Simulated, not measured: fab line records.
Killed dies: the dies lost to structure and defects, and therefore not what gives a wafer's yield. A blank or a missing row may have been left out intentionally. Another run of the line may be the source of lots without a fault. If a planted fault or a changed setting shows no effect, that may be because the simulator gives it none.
fab line records	flow gf180mcu	part 1 of 2: steps 1 to 28 of 42
record lots=5	wafers=15	last-day=34
route steps=602 shown PSD@261 NSD@262 SAB@264 SALICIDE@278 CONTACT@287
lots that met no fault: from a run of the same line without faults
start-h: start of the lot's first displayed wafer, in hours after the record's first day	wait-h: hours elapsed since this lot's preceding step	" the same as in the row above	L1.1+2: one row covering several wafers at once	- either no value or no given start	* or withheld: withheld	< > ~ a bound
route shown NAME@n: NAME is a module with steps in the file, n the number in the route of the first one	usual: mean/standard deviation taken from wafers without a fault	same: alike in all rows	chamber/n: place in a boat	sites: per-site readings	_std_site: standard deviation across them	_edge_site: inner sites' mean taken away from outer sites' mean	radius-mm: how far each site lies from the wafer's centre	mask NAME#n: copy n	behind: the most recent tool/chamber to have shaped the wafer	hold: what put the lot on hold/how long, in hours/how the hold closed	device: which transistor (n, p or np) failed to switch	end of line: tests of these same wafers at the route's end	for a step that has no rows: nothing shown but its recipe	killed: the dies lost at the first sort to structure and to defects; this is not the yield of the wafer	map: dies across one wafer; x = killed, . = not, _ = none there
set.NAME: setting as actually run; set.NAME@STEP: the setting as run at that earlier step	model.NAME: the simulator's own value behind a step, which no gauge read
certain route steps with their lots: each step a table, each wafer a row
services: the hour from which a tool's chamber was out of use, counted from the record's first day as start-h (under 0 if before that day), plus the number of hours and why
## steps
# step GF_PSD_RTA_13
# recipe temp-c=1025	time-s=20	ambient=N2
# usual chamber-o2-ppm=1.997/0.02	lamp-power-pct=38.41/0.12	wafer_temp_C_max=1029.9/1.1
lot.wafer	tool	chamber	start-h	wait-h	chamber-o2-ppm	lamp-power-pct	wafer_temp_C_max
L080.2	rtp-anneal-01	0	363.39	0.0	1.967	38.26	1030.1
L080.4	"	0	"	"	1.973	38.27	1030.6
L080.5	"	0	"	"	1.966	38.31	1030.3
L088.2	rtp-anneal-02	0	448.16	0.0	1.981	38.47	1027.9
L088.3	"	0	"	"	1.986	38.51	1029.1
L088.5	"	0	"	"	1.983	38.45	1030.0
L089.1	rtp-anneal-02	0	455.45	0.0	2.009	38.48	1028.9
L089.5	"	0	"	"	2.006	38.43	1030.1
L089.6	"	0	"	"	2.027	38.48	1032.4
L095.2	rtp-anneal-02	0	492.86	0.0	1.997	38.54	1030.3
L095.4	"	0	"	"	2.011	38.47	1030.2
L095.6	"	0	"	"	2.006	38.49	1028.9
L096.1	rtp-anneal-02	0	499.54	0.0	2.006	38.45	1031.1
L096.3	"	0	"	"	1.989	38.52	1030.6
L096.6	"	0	"	"	2.011	38.58	1030.6
# step GF_PSD_RS_MEAS_14
# recipe thk-meas-gauge=four-point-probe
# usual NSD_RS=46.11/0.079
lot.wafer	tool	chamber	start-h	wait-h	NSD_RS[ohm/sq]
L080.2	film-metro-03	-	363.48	0.1	45.95
L080.4	"	-	"	"	46.17
L080.5	"	-	"	"	46.15
L088.2	film-metro-02	-	448.25	0.1	46.07
L088.3	"	-	"	"	45.96
L088.5	"	-	"	"	46.05
L089.1	film-metro-02	-	455.53	0.1	46.16
L089.5	"	-	"	"	46.17
L089.6	"	-	"	"	46.06
L095.2	film-metro-03	-	492.95	0.1	46.16
L095.4	"	-	"	"	46.16
L095.6	"	-	"	"	46.06
L096.1	film-metro-02	-	499.63	0.1	46.08
L096.3	"	-	"	"	46.15
L096.6	"	-	"	"	46.10
# step GF_PSD_RS_MEAS_15
# recipe thk-meas-gauge=four-point-probe
# usual PSD_RS=108.53/0.25
lot.wafer	tool	chamber	start-h	wait-h	PSD_RS[ohm/sq]
L080.2	film-metro-03	-	363.60	0.1	108.31
L080.4	"	-	"	"	108.59
L080.5	"	-	"	"	108.39
L088.2	film-metro-02	-	448.37	0.1	108.56
L088.3	"	-	"	"	108.97
L088.5	"	-	"	"	108.68
L089.1	film-metro-02	-	455.65	0.1	108.35
L089.5	"	-	"	"	108.41
L089.6	"	-	"	"	108.19
L095.2	film-metro-03	-	493.07	0.1	108.72
L095.4	"	-	"	"	108.84
L095.6	"	-	"	"	108.48
L096.1	film-metro-02	-	499.75	0.1	108.59
L096.3	"	-	"	"	108.60
L096.6	"	-	"	"	108.53
# step GF_SAB_CVD_00
# recipe material=SiO2	target-thk-nm=50	precursor=TEOS	temp-c=400	time-s=4.9302	rf-w=600
# usual heater-power-outer-w=403/65	heater-power-w=710/88
lot.wafer	tool	chamber	start-h	wait-h	heater-power-outer-w	heater-power-w
L080.2	pecvd-02	0	363.70	0.1	342	581
L080.4	"	0	"	"	340	595
L080.5	"	1	"	"	423	721
L088.2	pecvd-02	1	448.47	0.1	473	771
L088.3	"	0	"	"	284	529
L088.5	"	2	"	"	346	661
L089.1	pecvd-03	0	455.77	0.1	464	708
L089.5	"	0	"	"	461	748
L089.6	"	1	"	"	439	729
L095.2	pecvd-01	0	493.17	0.1	313	614
L095.4	"	1	"	"	429	724
L095.6	"	2	"	"	389	719
L096.1	pecvd-03	2	499.87	0.1	469	872
L096.3	"	0	"	"	549	831
L096.6	"	1	"	"	381	683
# step GF_SAB_THK_MEAS_01
# recipe reads=SiO2_of_SAB_CVD_00
# usual SAB_CVD_00_THK=50.0/0.69
lot.wafer	tool	chamber	start-h	wait-h	SAB_CVD_00_THK[nm]
L080.2	film-metro-01	-	363.73	0.0	50.0
L080.4	"	-	"	"	51.3
L080.5	"	-	"	"	51.1
L088.2	film-metro-01	-	448.50	0.0	50.3
L088.3	"	-	"	"	49.5
L088.5	"	-	"	"	50.0
L089.1	film-metro-01	-	455.79	0.0	50.0
L089.5	"	-	"	"	50.2
L089.6	"	-	"	"	50.0
L095.2	film-metro-02	-	493.20	0.0	49.1
L095.4	"	-	"	"	50.9
L095.6	"	-	"	"	49.6
L096.1	film-metro-04	-	499.89	0.0	49.1
L096.3	"	-	"	"	50.1
L096.6	"	-	"	"	50.4
# step GF_SAB_DEHYDRATE_02
# recipe temp-c=200	time-s=60
lot.wafer	tool	chamber	start-h	wait-h
L080.2+4+5	litho-track-04	0	374.10	10.4
L088.2+3+5	litho-track-01	0	459.83	11.3
L089.1+5+6	litho-track-01	0	466.51	10.7
L095.2+4+6	litho-track-04	0	503.80	10.6
L096.1+3+6	litho-track-02	0	510.41	10.5
# step GF_SAB_HMDS_03
# recipe prime-time-s=60	prime-temp-c=120
# same prime-time-s=60
lot.wafer	tool	chamber	start-h	wait-h
L080.2+4+5	litho-track-04	0	374.25	0.1
L088.2+3+5	litho-track-01	0	459.98	0.1
L089.1+5+6	litho-track-01	0	466.66	0.1
L095.2+4+6	litho-track-04	0	503.95	0.1
L096.1+3+6	litho-track-02	0	510.56	0.1
# step GF_SAB_COAT_04
# recipe resist=NOVOLAK	spin-rpm=3000	resist-thk-nm=1000
lot.wafer	tool	chamber	start-h	wait-h
L080.2+4+5	litho-track-04	0	374.40	0.1
L088.2+3+5	litho-track-01	0	460.13	0.1
L089.1+5+6	litho-track-01	0	466.81	0.1
L095.2+4+6	litho-track-04	0	504.10	0.1
L096.1+3+6	litho-track-02	0	510.71	0.1
# step GF_SAB_SOFTBAKE_05
# recipe temp-c=90	time-s=60	resist=NOVOLAK
lot.wafer	tool	chamber	start-h	wait-h
L080.2+4+5	litho-track-04	0	374.55	0.1
L088.2+3+5	litho-track-01	0	460.28	0.1
L089.1+5+6	litho-track-01	0	466.96	0.1
L095.2+4+6	litho-track-04	0	504.25	0.1
L096.1+3+6	litho-track-02	0	510.86	0.1
# step GF_SAB_EXPOSE_06
# recipe mask-id=SAB	target-cd-nm=420	na=0.6	source-shape=conventional	sigma-outer=0.6	dose-mj=140
# usual focus-offset-nm=0.1/0.58
lot.wafer	tool	chamber	start-h	wait-h	mask	focus-offset-nm
L080.2	iline-stepper-02	0	-	-	SAB#0	0.1
L080.4	"	0	"	"	SAB#0	-0.4
L080.5	"	0	"	"	SAB#0	0.0
L088.2	iline-stepper-01	0	-	-	SAB#0	-0.8
L088.3	"	0	"	"	SAB#0	-0.4
L088.5	"	0	"	"	SAB#0	-0.5
L089.1	iline-stepper-02	0	-	-	SAB#0	-0.1
L089.5	"	0	"	"	SAB#0	-1.0
L089.6	"	0	"	"	SAB#0	-0.2
L095.2	iline-stepper-01	0	-	-	SAB#0	0.6
L095.4	"	0	"	"	SAB#0	-0.7
L095.6	"	0	"	"	SAB#0	0.5
L096.1	iline-stepper-01	0	-	-	SAB#0	1.6
L096.3	"	0	"	"	SAB#0	0.7
L096.6	"	0	"	"	SAB#0	1.5
# step GF_SAB_PEB_07
# recipe temp-c=withheld	time-s=*	resist=NOVOLAK
lot.wafer	tool	chamber	start-h	wait-h
L080.2+4+5	litho-track-02	0	-	-
L088.2+3+5	litho-track-01	0	-	-
L089.1+5+6	litho-track-02	0	-	-
L095.2+4+6	litho-track-01	0	-	-
L096.1+3+6	litho-track-01	0	-	-
# step GF_SAB_DEVELOP_08
# recipe develop-time-s=60	dev-temp-c=23
lot.wafer	tool	chamber	start-h	wait-h
L080.2+4+5	litho-track-02	0	385.39	0.1
L088.2+3+5	litho-track-01	0	471.83	0.1
L089.1+5+6	litho-track-02	0	478.31	0.1
L095.2+4+6	litho-track-01	0	515.73	0.1
L096.1+3+6	litho-track-01	0	522.71	0.1
# step GF_SAB_CD_MEAS_09
# recipe target-cd-nm=420
# usual cd-nm=419.9/2.4
lot.wafer	tool	chamber	start-h	wait-h	cd-nm
L080.2	cd-sem-02	-	385.53	0.1	420.9
L080.4	"	-	"	"	417.7
L080.5	"	-	"	"	418.6
L088.2	cd-sem-02	-	471.98	0.1	418.1
L088.3	"	-	"	"	419.7
L088.5	"	-	"	"	419.5
L089.1	cd-sem-01	-	478.46	0.1	418.4
L089.5	"	-	"	"	417.8
L089.6	"	-	"	"	419.6
L095.2	cd-sem-01	-	515.88	0.1	414.9
L095.4	"	-	"	"	417.6
L095.6	"	-	"	"	418.8
L096.1	cd-sem-01	-	522.86	0.1	417.6
L096.3	"	-	"	"	415.7
L096.6	"	-	"	"	418.0
# step GF_SAB_OVL_MEAS_10
# usual SAB_OVL=0.5/1.3
lot.wafer	tool	chamber	start-h	wait-h	SAB_OVL[nm]
L080.2	overlay-01	-	385.64	0.1	0.6
L080.4	"	-	"	"	0.0
L080.5	"	-	"	"	-1.0
L088.2	overlay-01	-	472.08	0.1	1.3
L088.3	"	-	"	"	1.5
L088.5	"	-	"	"	1.4
L089.1	overlay-02	-	478.58	0.1	-0.3
L089.5	"	-	"	"	-0.2
L089.6	"	-	"	"	-0.1
L095.2	overlay-02	-	515.98	0.1	1.0
L095.4	"	-	"	"	0.0
L095.6	"	-	"	"	0.7
L096.1	overlay-01	-	522.98	0.1	1.9
L096.3	"	-	"	"	2.5
L096.6	"	-	"	"	1.9
# step GF_SAB_ETCH_11
# recipe chemistry=C4F8/O2/Ar	mask-material=NOVOLAK	target=SiO2	target-depth-nm=55	source-w=1500	bias-w=1200	pressure-mtorr=40	c4f8-flow-sccm=withheld	O2_flow_sccm=6	Ar_flow_sccm=300	time-s=8.5
# usual oes-product-au=1.005/0.011
lot.wafer	tool	chamber	start-h	wait-h	oes-product-au	rf-hours-counter-h
L080.2	rie-diel-03	1	385.67	0.0	1.003	17
L080.4	"	2	"	"	0.994	-
L080.5	"	3	"	"	1.007	-
L088.2	rie-diel-04	0	472.11	0.0	1.004	72
L088.3	"	2	"	"	1.019	13
L088.5	"	1	"	"	1.032	-
L089.1	rie-diel-04	1	478.62	0.0	1.035	2
L089.5	"	3	"	"	1.001	-
L089.6	"	2	"	"	1.015	-
L095.2	rie-diel-02	0	516.01	0.0	0.997	11
L095.4	"	1	"	"	1.005	-
L095.6	"	3	"	"	0.996	-
L096.1	rie-diel-03	3	523.01	0.0	1.006	74
L096.3	"	0	"	"	0.992	3
L096.6	"	2	"	"	0.986	-
# step GF_SAB_WET_ETCH_12
# recipe chemistry=dHF	target-depth-nm=22	dry=n2-spin	target=SiO2	temp-c=25	dilution=100:1	time-s=440
lot.wafer	tool	chamber	start-h	wait-h
L080.2+4+5	wet-bench-02	0	385.69	0.0
L088.2+3+5	wet-bench-03	2	472.14	0.0
L089.1+5+6	wet-bench-04	0	478.64	0.0
L095.2+4+6	wet-bench-03	0	516.04	0.0
L096.1+3+6	wet-bench-04	2	523.04	0.0
# step GF_SAB_STRIP_13
# recipe chemistry=O2/N2	power-w=1400	pressure-mtorr=1500	platen-temp-c=250	o2-flow-sccm=3000	n2-flow-sccm=300	overash-fraction=0.5
# usual drypump-motor-current-A=5.44/0.25	heater-power-w=351/49	oes-product-au=0.710/0.0045	strip-time-to-endpoint-s=12.59/0.034
lot.wafer	tool	chamber	start-h	wait-h	drypump-motor-current-A	heater-power-w	oes-product-au	rf-hours-counter-h	strip-time-to-endpoint-s
L080.2	plasma-asher-04	0	385.83	0.0	5.04	286	0.698	73	12.59
L080.4	"	1	"	"	5.60	392	0.707	-	12.57
L080.5	"	1	"	"	5.60	395	0.710	-	12.55
L088.2	plasma-asher-04	1	472.27	0.0	5.62	385	0.711	2	12.58
L088.3	"	0	"	"	5.06	281	0.706	-	12.57
L088.5	"	0	"	"	5.04	291	0.707	-	12.58
L089.1	plasma-asher-02	0	478.78	0.0	5.71	389	0.715	87	12.51
L089.5	"	0	"	"	5.70	401	0.716	-	12.57
L089.6	"	1	"	"	5.19	324	0.721	-	12.57
L095.2	plasma-asher-01	1	516.18	0.0	5.54	286	0.709	43	12.61
L095.4	"	1	"	"	5.54	277	0.701	-	12.65
L095.6	"	1	"	"	5.53	280	0.704	-	12.59
L096.1	plasma-asher-04	0	523.32	0.0	5.04	291	0.704	7	12.65
L096.3	"	0	"	"	5.07	286	0.704	-	12.62
L096.6	"	1	"	"	5.58	387	0.712	-	12.67
# step GF_SALICIDE_CLEAN_00
# recipe chemistry=SC1/SC2	mix=1:4:20	temp-c=70	time-s=150
lot.wafer	tool	chamber	start-h	wait-h
L080.2+4+5	wet-bench-03	1	385.93	0.1
L088.2+3+5	wet-bench-03	1	472.37	0.1
L089.1+5+6	wet-bench-01	0	478.88	0.1
L095.2+4+6	wet-bench-01	0	516.28	0.1
L096.1+3+6	wet-bench-01	2	523.42	0.1
# step GF_SALICIDE_WET_ETCH_01
# recipe chemistry=dHF	target-depth-nm=5	dry=ipa-marangoni	target=SiO2	temp-c=25	dilution=100:1	time-s=100
lot.wafer	tool	chamber	start-h	wait-h
L080.2+4+5	wet-bench-01	0	385.98	0.0
L088.2+3+5	wet-bench-03	0	472.42	0.0
L089.1+5+6	wet-bench-01	1	478.94	0.0
L095.2+4+6	wet-bench-03	0	516.33	0.0
L096.1+3+6	wet-bench-02	1	523.47	0.0
# step GF_SALICIDE_SPUTTER_02
# recipe material=Co	target-thk-nm=10	power-w=1000	time-s=20	chamber-pressure-pa=0.4
# usual throttle-valve-pct=29.7/1.3
lot.wafer	tool	chamber	start-h	wait-h	throttle-valve-pct
L080.2	pvd-sputter-02	-	386.02	0.0	28.2
L080.4	"	-	"	"	30.1
L080.5	"	-	"	"	30.2
L088.2	pvd-sputter-01	-	472.45	0.0	27.3
L088.3	"	-	"	"	29.9
L088.5	"	-	"	"	30.4
L089.1	pvd-sputter-01	-	478.98	0.0	29.4
L089.5	"	-	"	"	29.5
L089.6	"	-	"	"	27.6
L095.2	pvd-sputter-01	-	516.37	0.0	29.2
L095.4	"	-	"	"	29.3
L095.6	"	-	"	"	30.2
L096.1	pvd-sputter-02	-	523.51	0.0	28.1
L096.3	"	-	"	"	31.1
L096.6	"	-	"	"	28.1
# step GF_SALICIDE_SPUTTER_03
# recipe material=TiN	target-thk-nm=20	power-w=6500	time-s=16.7	chamber-pressure-pa=0.4
# usual throttle-valve-pct=29.7/1.3
lot.wafer	tool	chamber	start-h	wait-h	throttle-valve-pct
L080.2	pvd-sputter-02	-	386.05	0.0	28.0
L080.4	"	-	"	"	30.2
L080.5	"	-	"	"	30.3
L088.2	pvd-sputter-01	-	472.48	0.0	27.2
L088.3	"	-	"	"	29.8
L088.5	"	-	"	"	30.1
L089.1	pvd-sputter-01	-	479.00	0.0	29.3
L089.5	"	-	"	"	29.4
L089.6	"	-	"	"	27.2
L095.2	pvd-sputter-01	-	516.40	0.0	29.5
L095.4	"	-	"	"	29.4
L095.6	"	-	"	"	30.1
L096.1	pvd-sputter-02	-	523.54	0.0	28.1
L096.3	"	-	"	"	31.4
L096.6	"	-	"	"	28.2
# step GF_SALICIDE_RS_MEAS_04
# recipe thk-meas-gauge=four-point-probe	reads=TiN_of_SALICIDE_SPUTTER_03+Co_of_SALICIDE_SPUTTER_02
# usual SALICIDE_TIN_RS=16.1/0.33
lot.wafer	tool	chamber	start-h	wait-h	SALICIDE_TIN_RS[ohm/sq]
L080.2	film-metro-01	-	386.10	0.0	15.8
L080.4	"	-	"	"	15.6
L080.5	"	-	"	"	16.0
L088.2	film-metro-01	-	472.53	0.0	15.8
L088.3	"	-	"	"	16.0
L088.5	"	-	"	"	16.1
L089.1	film-metro-03	-	479.03	0.0	16.2
L089.5	"	-	"	"	16.2
L089.6	"	-	"	"	16.2
L095.2	film-metro-03	-	516.44	0.0	15.9
L095.4	"	-	"	"	15.7
L095.6	"	-	"	"	16.2
L096.1	film-metro-03	-	523.56	0.0	16.2
L096.3	"	-	"	"	16.1
L096.6	"	-	"	"	16.2
# step GF_SALICIDE_THK_MEAS_05
# recipe thk-meas-gauge=xrf	reads=TiN_of_SALICIDE_SPUTTER_03
# usual SALICIDE_TIN_THK=19.76/0.3
lot.wafer	tool	chamber	start-h	wait-h	SALICIDE_TIN_THK[nm]
L080.2	film-metro-01	-	386.21	0.1	19.22
L080.4	"	-	"	"	19.59
L080.5	"	-	"	"	19.71
L088.2	film-metro-01	-	472.64	0.1	20.30
L088.3	"	-	"	"	19.58
L088.5	"	-	"	"	19.53
L089.1	film-metro-03	-	479.15	0.1	19.85
L089.5	"	-	"	"	19.83
L089.6	"	-	"	"	19.92
L095.2	film-metro-03	-	516.55	0.1	19.97
L095.4	"	-	"	"	19.98
L095.6	"	-	"	"	19.64
L096.1	film-metro-03	-	523.68	0.1	19.08
L096.3	"	-	"	"	19.83
L096.6	"	-	"	"	19.25
# step GF_SALICIDE_RTA_06
# recipe temp-c=530	time-s=30	ambient=N2
# usual chamber-o2-ppm=1.998/0.021	lamp-power-pct=6.958/0.022	wafer_temp_C_max=532.6/0.51
lot.wafer	tool	chamber	start-h	wait-h	chamber-o2-ppm	lamp-power-pct	wafer_temp_C_max
L080.2	rtp-anneal-01	0	386.27	0.1	2.011	6.938	533.5
L080.4	"	0	"	"	1.988	6.934	532.2
L080.5	"	0	"	"	2.000	6.935	532.7
L088.2	rtp-anneal-01	0	472.70	0.1	1.993	6.938	532.1
L088.3	"	0	"	"	1.987	6.934	532.6
L088.5	"	0	"	"	1.995	6.933	533.4
L089.1	rtp-anneal-02	0	479.21	0.1	1.965	6.987	532.5
L089.5	"	0	"	"	2.005	6.987	532.1
L089.6	"	0	"	"	2.032	6.987	532.3
L095.2	rtp-anneal-01	0	516.62	0.1	2.016	6.935	533.3
L095.4	"	0	"	"	2.009	6.937	533.2
L095.6	"	0	"	"	2.020	6.945	532.5
L096.1	rtp-anneal-01	0	523.74	0.1	2.005	6.944	532.7
L096.3	"	0	"	"	2.031	6.938	531.7
L096.6	"	0	"	"	2.033	6.934	532.3
# step GF_SALICIDE_WET_ETCH_07
# recipe chemistry=SPM	target-depth-nm=120	dry=n2-spin
lot.wafer	tool	chamber	start-h	wait-h
L080.2+4+5	wet-bench-02	1	386.36	0.1
L088.2+3+5	wet-bench-03	2	472.79	0.1
L089.1+5+6	wet-bench-01	3	479.31	0.1
L095.2+4+6	wet-bench-01	0	516.70	0.1
L096.1+3+6	wet-bench-01	1	523.84	0.1
# step GF_SALICIDE_RTA_08
# recipe temp-c=800	time-s=30	ambient=N2
# usual chamber-o2-ppm=1.998/0.021	lamp-power-pct=19.33/0.064	wafer_temp_C_max=804.0/0.93
lot.wafer	tool	chamber	start-h	wait-h	chamber-o2-ppm	lamp-power-pct	wafer_temp_C_max
L080.2	rtp-anneal-02	0	386.47	0.0	1.999	19.42	801.9
L080.4	"	0	"	"	2.002	19.38	804.2
L080.5	"	0	"	"	2.011	19.41	802.7
L088.2	rtp-anneal-02	0	472.89	0.0	1.992	19.41	802.8
L088.3	"	0	"	"	2.014	19.40	803.5
L088.5	"	0	"	"	1.981	19.40	803.0
L089.1	rtp-anneal-01	0	479.41	0.0	2.006	19.24	804.4
L089.5	"	0	"	"	2.005	19.27	804.6
L089.6	"	0	"	"	1.999	19.23	804.5
L095.2	rtp-anneal-02	0	516.81	0.0	1.970	19.42	803.3
L095.4	"	0	"	"	1.980	19.39	803.0
L095.6	"	0	"	"	1.969	19.40	803.9
L096.1	rtp-anneal-01	0	523.94	0.0	2.014	19.29	804.8
L096.3	"	0	"	"	2.008	19.30	804.7
L096.6	"	0	"	"	1.984	19.26	805.2
# step GF_CONTACT_CVD_00
# recipe material=SiO2	target-thk-nm=300	sigma-open-frac=0.3	temp-c=400	time-s=50	sih4-flow-sccm=60	pressure-mtorr=6
# usual pressure-mtorr=6.000/0.012
lot.wafer	tool	chamber	start-h	wait-h	pressure-mtorr
L080.2	hdpcvd-02	0	386.56	0.1	6.002
L080.4	"	1	"	"	5.987
L080.5	"	2	"	"	6.010
L088.2	hdpcvd-01	0	472.98	0.1	5.988
L088.3	"	2	"	"	6.001
L088.5	"	2	"	"	5.998
L089.1	hdpcvd-02	2	479.51	0.1	6.002
L089.5	"	0	"	"	5.994
L089.6	"	1	"	"	6.007
L095.2	hdpcvd-01	1	516.89	0.1	6.005
L095.4	"	1	"	"	5.998
L095.6	"	0	"	"	5.974
L096.1	hdpcvd-02	0	524.04	0.1	5.996
L096.3	"	1	"	"	6.000
L096.6	"	1	"	"	6.030
# step GF_CONTACT_THK_MEAS_01
# recipe reads=SiO2_of_CONTACT_CVD_00
# usual CONTACT_CVD_00_THK=303/3.8
lot.wafer	tool	chamber	start-h	wait-h	CONTACT_CVD_00_THK[nm]
L080.2	film-metro-01	-	386.61	0.0	307
L080.4	"	-	"	"	304
L080.5	"	-	"	"	305
L088.2	film-metro-03	-	473.03	0.0	311
L088.3	"	-	"	"	301
L088.5	"	-	"	"	297
L089.1	film-metro-03	-	479.55	0.0	308
L089.5	"	-	"	"	307
L089.6	"	-	"	"	302
L095.2	film-metro-04	-	516.95	0.0	297
L095.4	"	-	"	"	301
L095.6	"	-	"	"	301
L096.1	film-metro-03	-	524.09	0.0	303
L096.3	"	-	"	"	294
L096.6	"	-	"	"	300
